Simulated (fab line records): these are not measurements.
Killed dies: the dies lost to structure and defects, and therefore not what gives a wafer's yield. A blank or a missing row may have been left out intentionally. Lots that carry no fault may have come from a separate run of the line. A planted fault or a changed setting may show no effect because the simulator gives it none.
Which tool was responsible?    flow gf180mcu    Sampling: 15 lots, 45 wafers, 2 of 602 route steps

== WHAT THE GAUGES READ, wafer by wafer ==
GF_SALICIDE_THK_MEAS_05: measures by xrf.
lot   measured      on             SALICIDE_TIN_THK (nm)
L885  day 15 13:07  film_metro-03  20.17 20.15 20.00
L886  day 16 05:03  film_metro-03  20.09 19.82 20.00
L887  day 16 15:04  film_metro-03  20.19 19.88 20.17
L888  day 16 23:43  film_metro-02  19.85 19.89 19.90
L898  day 20 09:39  film_metro-03  20.07 20.37 20.12
L899  day 21 01:12  film_metro-03  19.50 19.65 19.64
L900  day 21 08:02  film_metro-03  19.84 20.10 19.81
L901  day 21 18:01  film_metro-02  19.84 20.04 20.01
L904  day 22 09:55  film_metro-01  19.74 19.73 19.55
L903  day 22 13:04  film_metro-03  19.59 19.95 19.72
L905  day 22 15:31  film_metro-02  19.71 20.05 19.92
L906  day 23 00:22  film_metro-01  20.09 19.98 20.65

== TOOL THAT RAN EACH LOT (tool first, then ch and the chambers of the sampled wafers, then the start) ==
lot   GF_SAB_WET_ETCH_12
L885  wet_bench-04 ch 2, day 15 12:32
L886  wet_bench-01 ch 0, day 16 04:31
L887  wet_bench-04 ch 3, day 16 14:34
L888  wet_bench-04 ch 1, day 16 23:13
L894  wet_bench-03 ch 1, day 19 02:55
L895  wet_bench-04 ch 2, day 19 10:29
L896  wet_bench-01 ch 2, day 19 17:37
L898  wet_bench-01 ch 3, day 20 09:07
L899  wet_bench-01 ch 2, day 21 00:41
L900  wet_bench-01 ch 1, day 21 07:32
L901  wet_bench-03 ch 0, day 21 12:19
L904  wet_bench-03 ch 2, day 22 09:25
L903  wet_bench-03 ch 2, day 22 12:34
L905  wet_bench-04 ch 1, day 22 14:59
L906  wet_bench-01 ch 2, day 22 23:52
- GF_SAB_WET_ETCH_12: etches SiO2 in dHF, target depth 22 nm, time 440 s.

== AS READ BY THE TOOLS THEMSELVES (means over the sampled wafers that have a number; for cases with no such wafer, the mark the record gives instead) ==
GF_SAB_WET_ETCH_12.
lot   tool          bath_heat_duty_pct (%)  run_length_s (s)
L885  wet_bench-04  6.7                     472
L886  wet_bench-01  6.6                     473
L887  wet_bench-04  6.9                     465
L888  wet_bench-04  7.2                     467
L894  wet_bench-03  -                       -
L895  wet_bench-04  -                       -
L896  wet_bench-01  -                       -
L898  wet_bench-01  5.6                     474
L899  wet_bench-01  6.4                     473
L900  wet_bench-01  4.9                     466
L901  wet_bench-03  6.6                     475
L904  wet_bench-03  5.5                     464
L903  wet_bench-03  6.2                     464
L905  wet_bench-04  6.7                     475
L906  wet_bench-01  6.6                     465

== THE ANSWER, worked out from the rows above alone ==
Rule: the lots themselves supply what counts as usual. The widest of any qualifying gaps counts: lots, ordered by their means at a reading, are off when they make up no more than a third of the lots, leave a main group of 4 or more, and stand apart from it by 3 or more times the standard deviation of that group's means. If all means in a main group match to the digits the tables above print for the reading, that group is not used. A lot without any number at a reading at which 4 lots or more have one is off too. All remaining lots with rows at the step are treated as sound. After the gauges, taken in route order, come the tools' own readings; for these a lot's mean is taken, as printed above. The first step at which some lot is off is used, and at that step the reading that is off furthest; a lot without a number counts as furthest.
Off: L894, L895, L896, at GF_SAB_WET_ETCH_12 (bath_heat_duty_pct). Without a number there: L894, L895, L896. The main group: mean 6.3 %, standard deviation 0.64.
A tool fits if, at that step or a process step before it, it ran every lot that is off, and no sound lot after the first of them. Of those tried, none fits.

== WHAT THE SIMULATOR PUT IN ==
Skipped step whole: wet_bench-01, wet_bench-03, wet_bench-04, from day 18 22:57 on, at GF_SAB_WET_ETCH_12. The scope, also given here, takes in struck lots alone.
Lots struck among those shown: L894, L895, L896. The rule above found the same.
